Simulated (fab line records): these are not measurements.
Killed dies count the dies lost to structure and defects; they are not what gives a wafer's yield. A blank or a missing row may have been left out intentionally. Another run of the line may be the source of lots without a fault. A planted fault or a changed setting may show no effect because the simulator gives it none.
fab line records | flow sky130
record: lots: 12 wafers: 36 last-day: 51
route steps=708 shown POLY_CUT@316 METAL3@558 VIA3@576 METAL5@662
lots that met no fault: from a run of the same line without faults
start-h: the number of hours between the record's first day and the start of the first shown wafer of the lot | wait-h: hours from the lot's prior step to this one | " as in the row above | L1.1+2: one row covering several wafers at once | - no value, or no start given | * or withheld: withheld | < > ~ a bound
route shown NAME@n: names a module that has steps shown in the file, with the first one's number in the route | usual: average and standard deviation across the fault-free wafers | same: alike in all rows | chamber/n: place in a boat | sites: per-site readings | _std_site: their standard deviation | _edge_site: outer sites' mean less inner sites' | radius-mm: how far each site lies from the wafer's centre | mask NAME#n: copy n | behind: tool/chamber where the wafer was last shaped | hold: the reason the lot was held/the length of the hold in hours/how it ended | device: names the non-switching transistor (n, p or np) | end of line: tests run on the same wafers once the route is complete | a step with no rows: only its recipe | killed: count of dies lost to structure and defects at first sort (not the wafer's yield) | map: dies across one wafer; x = killed, . = not, _ = none there
set.NAME: the setting the step ran with; set.NAME@STEP: the setting that earlier step ran with | model.NAME: the simulator's own value behind a step, which no gauge read
steps of the route over a sample of lots; a table a step, a row a wafer
services: the hour from which a tool's chamber was out of use, counted from the record's first day as start-h (under 0 if before that day), plus the number of hours and why
== steps ==
step: SKY_POLY_CUT_OVL_MEAS_09
usual: POLY_CUT_OVL: -1/5.5
columns lot.wafer tool chamber start-h wait-h POLY_CUT_OVL[nm]
L713.1 overlay-01 - 557.78 0.1 10
L713.3 " - " " 3
L713.6 " - " " -2
L714.2 overlay-01 - 563.94 0.1 2
L714.3 " - " " -7
L714.4 " - " " 0
L715.1 overlay-02 - 576.33 0.1 -6
L715.3 " - " " 2
L715.5 " - " " 1
L716.1 overlay-01 - 587.53 0.1 -6
L716.2 " - " " 0
L716.3 " - " " -4
L718.2 overlay-02 - 601.54 0.1 0
L718.5 " - " " 5
L718.6 " - " " 9
L719.2 overlay-02 - 616.49 0.1 0
L719.4 " - " " 6
L719.6 " - " " 1
L720.4 overlay-02 - 632.30 0.1 1
L720.5 " - " " -2
L720.6 " - " " 6
L727.2 overlay-01 - 682.39 0.1 2
L727.3 " - " " 5
L727.5 " - " " 0
L733.1 overlay-02 - 741.38 0.1 -2
L733.2 " - " " -6
L733.6 " - " " -10
L734.1 overlay-02 - 751.08 0.1 3
L734.4 " - " " 4
L734.5 " - " " 2
L735.1 overlay-01 - 753.18 0.1 -1
L735.3 " - " " -5
L735.6 " - " " -6
L736.4 overlay-01 - 761.80 0.1 -6
L736.5 " - " " -5
L736.6 " - " " -4
step: SKY_METAL3_COAT_08
recipe: resist: KrF-thick spin-rpm: 3000 resist-thk-nm: 1140
usual: spin-speed-rpm: 3000.1/1.6
columns lot.wafer tool chamber start-h wait-h spin-speed-rpm
L713.1 litho-track-01 0 895 - 3001.7
L713.3 " 0 " " 2999.3
L713.6 " 0 " " 2999.4
L714.2 litho-track-03 0 900 - 3004.1
L714.3 " 0 " " 2999.4
L714.4 " 0 " " 2999.8
L715.1 litho-track-03 0 911 - 2998.8
L715.3 " 0 " " 3000.2
L715.5 " 0 " " 2998.9
L716.1 litho-track-03 0 918 - 2995.5
L716.2 " 0 " " 2999.6
L716.3 " 0 " " 2998.6
L718.2 litho-track-03 0 929 - 2999.6
L718.5 " 0 " " 3000.4
L718.6 " 0 " " 2998.4
L719.2 litho-track-03 0 944 - 2999.6
L719.4 " 0 " " 3001.3
L719.6 " 0 " " 3000.5
L720.4 litho-track-03 0 957 - 2999.0
L720.5 " 0 " " 3000.6
L720.6 " 0 " " 3002.7
L727.2 litho-track-03 0 1000 - 3000.0
L727.3 " 0 1001 - 3000.4
L727.5 " 0 " " 3000.7
L733.1 litho-track-04 0 1047 - 2997.8
L733.2 " 0 " " 2998.6
L733.6 " 0 " " 3000.5
L734.1 litho-track-03 0 1055 - 2997.9
L734.4 " 0 " " 3000.0
L734.5 " 0 " " 3000.0
L735.1 litho-track-03 0 1058 - 2998.9
L735.3 " 0 " " 2999.0
L735.6 " 0 " " 2999.7
L736.4 litho-track-01 0 1063 - 3000.7
L736.5 " 0 " " 3000.5
L736.6 " 0 " " 3000.7
step: SKY_METAL3_STRIP_19
recipe: chemistry: O2/N2 power-w: 1400 pressure-mtorr: 1500 platen-temp-c: withheld o2-flow-sccm: 3000 n2-flow-sccm: 300 overash-fraction: 0.5
usual: drypump-motor-current-A: 5.3/0.45 oes-product-au: 0.503/0.0059 strip-time-to-endpoint-s: 6.55/0.086
columns lot.wafer tool chamber start-h wait-h drypump-motor-current-A oes-product-au rf-hours-counter-h strip-time-to-endpoint-s
L713.1 plasma-asher-01 0 909.14 0.1 5.9 0.495 77 6.42
L713.3 " 1 " " 4.7 0.493 - 6.37
L713.6 " 1 " " 4.6 0.491 - 6.53
L714.2 plasma-asher-02 0 912.94 0.1 5.0 0.498 107 6.56
L714.3 " 1 " " 5.4 0.505 - 6.57
L714.4 " 0 " " 5.1 0.501 - 6.61
L715.1 plasma-asher-01 0 925.04 0.1 5.9 0.509 79 6.62
L715.3 " 0 " " 5.9 0.488 - 6.41
L715.5 " 1 " " 4.6 0.501 - 6.44
L716.1 plasma-asher-02 0 931.94 0.1 5.1 0.502 109 6.39
L716.2 " 1 " " 5.4 0.503 109 6.57
L716.3 " 1 " " 5.4 0.493 - 6.39
L718.2 plasma-asher-01 1 942.99 0.1 4.7 0.497 80 6.51
L718.5 " 1 " " 4.6 0.494 - 6.50
L718.6 " 0 " " 5.9 0.500 - 6.51
L719.2 plasma-asher-03 0 957.69 0.1 5.4 0.504 50 6.52
L719.4 " 0 " " 5.4 0.508 - 6.60
L719.6 " 1 " " 5.2 0.496 - 6.64
L720.4 plasma-asher-01 1 970.76 0.1 4.6 0.499 - 6.48
L720.5 " 1 " " 4.6 0.508 - 6.69
L720.6 " 0 " " 5.9 0.498 - 6.46
L727.2 plasma-asher-02 1 1013.94 0.1 5.4 0.518 118 6.85
L727.3 " 1 " " 5.4 0.512 - 6.85
L727.5 " 1 " " 5.4 0.505 - 6.53
L733.1 plasma-asher-02 0 1068.95 0.1 5.0 0.511 1 6.63
L733.2 " 1 " " 5.4 0.498 1 6.45
L733.6 " 0 " " 5.1 0.503 - 6.63
L734.1 plasma-asher-03 0 1069.14 0.1 5.4 0.501 61 6.48
L734.4 " 1 " " 5.2 0.499 - 6.49
L734.5 " 0 " " 5.4 0.504 - 6.56
L735.1 plasma-asher-01 1 1069.30 0.1 4.6 0.496 93 6.51
L735.3 " 1 " " 4.6 0.493 - 6.49
L735.6 " 0 " " 5.9 0.505 - 6.32
L736.4 plasma-asher-02 1 1074.23 0.1 5.4 0.510 - 6.62
L736.5 " 1 " " 5.4 0.502 - 6.60
L736.6 " 0 " " 5.0 0.503 - 6.58
step: SKY_VIA3_BOW_MEAS_03
recipe: mode: bow
usual: VIA3_BOW: 81/7.7
columns lot.wafer tool chamber start-h wait-h VIA3_BOW[um]
L713.1 film-metro-03 - 910.27 0.1 83
L713.3 " - " " 80
L713.6 " - " " 76
L714.2 film-metro-03 - 914.47 0.2 83
L714.3 " - " " 80
L714.4 " - " " 77
L715.1 film-metro-02 - 926.20 0.1 83
L715.3 " - " " 85
L715.5 " - " " 81
L716.1 film-metro-02 - 933.08 0.2 79
L716.2 " - " " 66
L716.3 " - " " 71
L718.2 film-metro-03 - 944.16 0.3 81
L718.5 " - " " 69
L718.6 " - " " 90
L719.2 film-metro-03 - 958.84 0.1 81
L719.4 " - " " 88
L719.6 " - " " 92
L720.4 film-metro-03 - 971.95 0.2 91
L720.5 " - " " 84
L720.6 " - " " 82
L727.2 film-metro-02 - 1015.08 0.2 76
L727.3 " - " " 75
L727.5 " - " " 80
L733.1 film-metro-04 - 1070.11 0.2 82
L733.2 " - " " 87
L733.6 " - " " 79
L734.1 film-metro-04 - 1070.33 0.2 87
L734.4 " - " " 86
L734.5 " - " " 83
L735.1 film-metro-02 - 1070.42 0.2 89
L735.3 " - " " 93
L735.6 " - " " 87
L736.4 film-metro-03 - 1075.41 0.3 94
L736.5 " - " " 75
L736.6 " - " " 95
step: SKY_METAL5_SPUTTER_01
recipe: material: TiN target-thk-nm: 20 power-w: 6500 time-s: 16.7 chamber-pressure-pa: 0.4
usual: throttle-valve-pct: 29.5/1
columns lot.wafer tool chamber start-h wait-h throttle-valve-pct
L713.1 pvd-sputter-04 - 1015.85 0.0 30.6
L713.3 " - " " 29.3
L713.6 " - " " 30.6
L714.2 pvd-sputter-02 - 1017.78 0.0 27.1
L714.3 " - " " 29.7
L714.4 " - " " 27.3
L715.1 pvd-sputter-04 - 1027.13 0.0 29.6
L715.3 " - " " 30.8
L715.5 " - " " 30.5
L716.1 pvd-sputter-04 - 1035.28 0.0 29.8
L716.2 " - " " 30.7
L716.3 " - " " 29.3
L718.2 pvd-sputter-04 - 1043.73 0.0 29.6
L718.5 " - " " 30.7
L718.6 " - " " 29.4
L719.2 pvd-sputter-02 - 1057.20 0.0 30.2
L719.4 " - " " 30.2
L719.6 " - " " 30.1
L720.4 pvd-sputter-04 - 1069.23 0.0 29.3
L720.5 " - " " 30.6
L720.6 " - " " 28.9
L727.2 pvd-sputter-04 - 1105.62 0.0 29.3
L727.3 " - " " 28.7
L727.5 " - " " 29.3
L733.1 pvd-sputter-01 - 1156.64 0.0 30.6
L733.2 " - " " 30.3
L733.6 " - " " 30.5
L734.1 pvd-sputter-02 - 1156.94 0.0 27.2
L734.4 " - " " 30.2
L734.5 " - " " 30.1
L735.1 pvd-sputter-04 - 1157.29 0.0 29.2
L735.3 " - " " 29.4
L735.6 " - " " 29.6
L736.4 pvd-sputter-01 - 1161.60 0.0 29.9
L736.5 " - " " 29.4
L736.6 " - " " 30.3
== services ==
columns tool chamber start-h hours kind
plasma-asher-02 - 907.05 1.3 repair
pvd-sputter-01 - 921.39 1.7 repair
pvd-sputter-01 - 967.40 4.0 repair
litho-track-04 - 1013.96 - consumable-replace:filter
pvd-sputter-01 - 1019.09 2.4 repair
plasma-asher-02 - 1055.30 9.0 pm
plasma-asher-02 0 1055.30 9.0 vent-cycle
plasma-asher-02 1 1055.30 9.0 vent-cycle
plasma-asher-02 0 1064.30 - clean
plasma-asher-02 1 1064.30 - clean
plasma-asher-03 - 1124.44 2.9 repair
pvd-sputter-02 - 1159.99 2.1 repair
== key ==
first-sign: step: SKY_METAL3_STRIP_19 reading: strip-time-to-endpoint-s direction: up sigmas: 3.5 usual: * struck: *
effect none on later readings
met-at SKY_METAL3_COAT_08
struck-lots L727
struck-wafers L727.2,L727.3
not-acting-at SKY_POLY_CUT_OVL_MEAS_09,SKY_VIA3_BOW_MEAS_03,SKY_METAL5_SPUTTER_01
onset-between 957 1000
fault: kind: process-parameter-drift tool: litho-track-03 chamber: - onset-h: 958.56 steps: SKY_METAL3_COAT_08 channel: resist-thk-nm offset: 21.724 shape: step end-h: 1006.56 scope: struck-wafers-only acts-in: these-recipes-only stated: 1140
